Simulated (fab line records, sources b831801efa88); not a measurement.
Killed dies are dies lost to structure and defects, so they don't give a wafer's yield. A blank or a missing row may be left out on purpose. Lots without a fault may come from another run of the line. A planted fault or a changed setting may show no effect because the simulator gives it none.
Chamber matching | flow sky130 | SKY_VIA4_CMP_02 on cmp-01: 4 sister chambers
The step polishes SiO2. 8 wafers are shown with their chamber, then 7 later ones without.

WAFERS WITH THEIR CHAMBER
wafer  | chamber | motor_current_A (A) | retaining_ring_pressure_frac
L599.2 | 1       | 12.3                | 0.998
L608.4 | 1       | 12.4                | 1.003
L608.5 | 0       | 14.2                | 1.006
L611.3 | 2       | 11.2                | 1.010
L611.4 | 3       | 11.0                | 0.997
L611.5 | 2       | 11.2                | 1.009
L614.1 | 3       | 11.4                | 1.001
L614.3 | 0       | 14.6                | 1.002

WAFERS WITHOUT THEIR CHAMBER
wafer  | motor_current_A (A) | retaining_ring_pressure_frac
L614.6 | 11.7                | 1.009
L619.1 | 10.9                | 1.002
L619.4 | 14.7                | 1.007
L619.6 | 12.1                | 1.002
L620.1 | 12.0                | 1.006
L620.3 | 14.9                | 1.007
L620.4 | 11.6                | 0.997

WHICH CHAMBER EACH WENT THROUGH
wafer  | from the rows above     | in truth
L614.6 | can't be placed: 2 or 3 | 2
L619.1 | can't be placed: 3 or 2 | 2
L619.4 | 0                       | 0
L619.6 | 1                       | 1
L620.1 | can't be placed: 1 or 2 | 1
L620.3 | 0                       | 0
L620.4 | can't be placed: 3 or 1 | 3
Placed correctly: 3 of 7. Can't be placed from these rows: 4 (the true chamber is among the candidates in 4). Placed wrongly: 0.
How it was worked out, from the rows above alone: a wafer's distance from a chamber is the root of the sum, over the readings, of the square of ((its reading less the chamber's mean) divided by the reading's scatter). The wafer belongs to the nearest chamber; if the next one is less than 2 further off, it can't be placed. A chamber's mean is the mean of its shown wafers. The scatter: the root of (the sum of the squares of (reading less its chamber's mean) over the shown wafers, divided by (wafers less chambers)).
